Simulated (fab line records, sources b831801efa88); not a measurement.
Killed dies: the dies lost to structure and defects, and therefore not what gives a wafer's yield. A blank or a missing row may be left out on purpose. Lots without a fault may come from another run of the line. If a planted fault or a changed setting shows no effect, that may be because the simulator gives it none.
fab line records ; flow sky130
record lots=5; wafers=15; lastDay=50
route steps=708 shown FIELD_ISO@27 NWELL@32 DNWELL@35
lots that met no fault: taken from a fault-free run of the same line
startH: the number of hours between the record's first day and the start of the first shown wafer of the lot ; waitH: hours since the lot's step before ; " repeats the value in the row above ; L1.1+2: one row covering several wafers at once ; - no value, or no start given ; * or withheld: withheld ; < > ~ a bound
route shown NAME@n: names a module that has steps shown in the file, with the first one's number in the route ; usual: mean/standard deviation taken from wafers without a fault ; same: alike in all rows ; chamber/n: place in a boat ; sites: the reading at each site ; _std_site: their standard deviation ; _edge_site: inner sites' mean taken away from outer sites' mean ; radiusMm: how far each site lies from the wafer's centre ; mask NAME#n: copy n ; behind: tool/chamber where the wafer was last shaped ; hold: what put the lot on hold/how long, in hours/how the hold closed ; device: which transistor (n, p or np) failed to switch ; end of line: the tests these same wafers got at the end of their route ; a step without rows: its recipe alone ; killed: dies that structure and defects cost at the first sort, which is not the same as the wafer's yield ; map: per-die view of a wafer (x killed, . not killed, _ where there is no die)
set.NAME: the setting the step ran with; set.NAME@STEP: the setting that earlier step ran with ; model.NAME: the simulator's own value behind a step, which no gauge read
lots seen at some steps along the route; tables by step, rows by wafer
services: from which hour (startH, from the record's first day; less than 0 if before it) a tool's chamber was out of use, for how many hours, and why
## steps
# step SKY_FIELD_ISO_ANNEAL_26
# recipe tempC=1000; timeS=1800; ambient=N2
# step SKY_FIELD_ISO_CMP_27
# recipe stopOn=Si3N4; tOverpolishS=16; downForcePsi=4; platenRpm=60; targetThkNm=457.8; padVelocityMS=0.94248
# usual motorCurrentA=12.4/1.2; overpolishRunS=16.001/0.0095; timeToEndpointS=112/4.4
lot.wafer;tool;chamber;startH;waitH;motorCurrentA;overpolishRunS;timeToEndpointS
L572.1;cmp-01;1;69.66;0.0;13.3;16.017;115
L572.2;cmp-01;0;69.66;0.0;11.3;16.004;117
L572.5;cmp-01;1;69.66;0.0;13.7;16.003;111
L584.3;cmp-01;0;132.41;0.1;11.5;16.009;120
L584.2;cmp-01;1;132.41;0.1;14.0;15.997;117
L584.4;cmp-01;2;132.41;0.1;12.8;15.993;106
L585.4;cmp-02;0;140.59;0.1;15.0;16.002;116
L585.3;cmp-02;2;140.59;0.1;11.8;15.999;112
L585.6;cmp-02;3;140.59;0.1;13.6;16.011;111
L586.2;cmp-01;0;143.60;0.1;10.8;16.015;121
L586.3;cmp-01;2;143.60;0.1;13.1;16.001;111
L586.5;cmp-01;0;143.60;0.1;10.6;16.022;117
L587.1;cmp-01;1;150.36;0.0;13.6;15.991;119
L587.3;cmp-01;0;150.36;0.0;11.3;15.996;117
L587.6;cmp-01;2;150.36;0.0;13.2;16.003;112
# step SKY_FIELD_ISO_WET_ETCH_28
# recipe chemistry=dHF; targetDepthNm=23.7; target=SiO2; dilution=10:1; tempC=25; timeS=47
# step SKY_FIELD_ISO_WET_ETCH_29
# recipe chemistry=H3PO4; targetDepthNm=160; target=Si3N4; tempC=160; timeS=1825
# step SKY_FIELD_ISO_WET_ETCH_30
# recipe chemistry=dHF; targetDepthNm=25; target=SiO2; dilution=10:1; tempC=25; timeS=50
# step SKY_NWELL_CLEAN_00
# recipe chemistry=SC1/SC2; mix=1:4:20; tempC=70; timeS=150; dry=n2Spin
# step SKY_NWELL_OXIDATION_01
# recipe tempC=900; ambient=O2; stabiliseS=600; purgeS=300; targetThkA=100; oxTimeS=1418
# step SKY_NWELL_THK_MEAS_02
# recipe reads=SiO2_of_NWELL_OXIDATION_01
# usual NWELL_OXIDATION_THK=9.92/0.2
lot.wafer;tool;chamber;startH;waitH;NWELL_OXIDATION_THK[nm]
L572.1;filmMetro-01;-;72.45;0.0;9.97
L572.2;filmMetro-01;-;72.45;0.0;9.86
L572.5;filmMetro-01;-;72.45;0.0;9.82
L584.2;filmMetro-01;-;136.20;0.0;9.54
L584.3;filmMetro-01;-;136.20;0.0;9.84
L584.4;filmMetro-01;-;136.20;0.0;9.57
L585.3;filmMetro-04;-;143.70;0.0;10.03
L585.4;filmMetro-04;-;143.70;0.0;9.98
L585.6;filmMetro-04;-;143.70;0.0;9.72
L586.2;filmMetro-03;-;146.48;0.0;9.95
L586.3;filmMetro-03;-;146.48;0.0;9.92
L586.5;filmMetro-03;-;146.48;0.0;10.08
L587.1;filmMetro-01;-;154.79;0.0;9.93
L587.3;filmMetro-01;-;154.79;0.0;9.90
L587.6;filmMetro-01;-;154.79;0.0;9.90
# step SKY_DNWELL_DEHYDRATE_00
# recipe tempC=200; timeS=60
# step SKY_DNWELL_HMDS_01
# recipe primeTimeS=60; primeTempC=120
# step SKY_DNWELL_COAT_02
# recipe spinRpm=2000; resistThkNm=3000
# step SKY_DNWELL_SOFTBAKE_03
# recipe tempC=110; timeS=withheld
# step SKY_DNWELL_EXPOSE_04
# recipe maskId=DNM; na=0.57; targetCdNm=3000; doseMj=222
lot.wafer;tool;chamber;startH;waitH;mask
L572.1+2+5;ilineStepper-01;0;80.99;-;DNM_R1#0
L584.2+3+4;ilineStepper-02;0;146.26;-;DNM#0
L585.3+4+6;ilineStepper-02;0;153.43;-;DNM#0
L586.2+3+5;ilineStepper-01;0;156.34;-;DNM#0
L587.1+3+6;ilineStepper-02;0;164.43;-;DNM#0
# step SKY_DNWELL_PEB_05
# recipe tempC=115; timeS=withheld
## services
tool;chamber;startH;hours;kind
cmp-02;-;56.09;0.9;repair
cmp-01;-;64.00;4.0;pm
cmp-01;-;68.00;-;consumableReplace:conditioner
cmp-01;-;68.00;-;consumableReplace:pad
cmp-01;-;79.28;2.0;repair
cmp-02;-;82.26;1.6;repair
cmp-02;-;83.79;1.5;repair
ilineStepper-02;-;98.60;3.3;repair
ilineStepper-01;-;105.91;1.7;pm
cmp-02;-;120.14;7.5;pm
cmp-01;-;127.75;4.3;pm
cmp-02;-;132.12;1.5;repair
ilineStepper-01;-;133.70;2.1;pm
ilineStepper-01;-;135.79;-;consumableReplace:lamp
ilineStepper-01;-;135.84;9.6;repair
cmp-01;-;144.71;1.4;repair
ilineStepper-01;0;151.96;-;calibration
cmp-01;-;155.39;1.2;repair
cmp-02;-;160.70;1.3;repair
cmp-01;-;163.89;1.0;repair
## key
firstSign step=SKY_DNWELL_EXPOSE_04; reading=mask; direction=changed
effect none on later readings
metAt SKY_DNWELL_EXPOSE_04
struckWafers L572.1,L572.2,L572.5
sortLeftOut L572.1,L572.2,L572.5
testerLeftOut L572
fault kind=wrongMask; tool=any; chamber=-; onsetH=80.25; steps=SKY_DNWELL_EXPOSE_04; auxCopy=DNM_R1#0; cdOffsetNm=-600; scope=struckLotsOnly
# testerLeftOut: of these lots the tester's yield and bins aren't shown, on N5 and GAA mostly nor the transistor test; their killed dies are dies lost to structure and defects alone, not to doping, threshold or leakage, so they don't give the yield
# sortLeftOut: the simulated sort isn't trusted on such a fault, so these wafers' sort isn't shown, and their yield isn't known
